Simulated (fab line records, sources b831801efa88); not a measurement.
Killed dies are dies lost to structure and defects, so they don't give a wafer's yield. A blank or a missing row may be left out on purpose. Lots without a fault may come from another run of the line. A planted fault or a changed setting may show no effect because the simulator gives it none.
Chamber matching | flow sfq_line | SFQ_TRILAYER_I0_CMP_CMP_028 on cmp-02: 4 sister chambers
The step polishes SiO2. 4 wafers are shown with their chamber, then 11 later ones without.

WAFERS WITH THEIR CHAMBER
wafer  | chamber | motor_current_A (A)
L162.2 | 0       | 8.6
L176.5 | 2       | 8.4
L176.6 | 3       | 9.9
L177.1 | 1       | 9.5

WAFERS WITHOUT THEIR CHAMBER
wafer  | motor_current_A (A)
L177.4 | 9.9
L177.6 | 10.1
L179.3 | 9.1
L179.4 | 8.3
L179.5 | 10.1
L180.2 | 8.5
L180.4 | 9.1
L180.6 | 8.6
L181.3 | 8.9
L181.1 | 8.7
L181.5 | 8.7

WHICH CHAMBER EACH WENT THROUGH
wafer  | from the rows above               | in truth
L177.4 | can't be placed: 3 or 1           | 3
L177.6 | can't be placed: 3 or 1           | 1
L179.3 | can't be placed: 1 or 0 or 2 or 3 | 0
L179.4 | can't be placed: 2 or 0           | 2
L179.5 | can't be placed: 3 or 1           | 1
L180.2 | can't be placed: 0 or 2           | 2
L180.4 | can't be placed: 1 or 0 or 2 or 3 | 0
L180.6 | can't be placed: 0 or 2           | 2
L181.3 | can't be placed: 0 or 2 or 1      | 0
L181.1 | can't be placed: 0 or 2           | 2
L181.5 | can't be placed: 0 or 2           | 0
Placed correctly: 0 of 11. Can't be placed from these rows: 11 (the true chamber is among the candidates in 11). Placed wrongly: 0.
How it was worked out, from the rows above alone: a wafer's distance from a chamber is the root of the sum, over the readings, of the square of ((its reading less the chamber's mean) divided by the reading's scatter). The wafer belongs to the nearest chamber; if the next one is less than 2 further off, it can't be placed. A chamber's mean is the mean of its shown wafers. The scatter: with one shown wafer a chamber, the root of the mean of the squares of how far each hidden wafer lies from its nearest shown one.
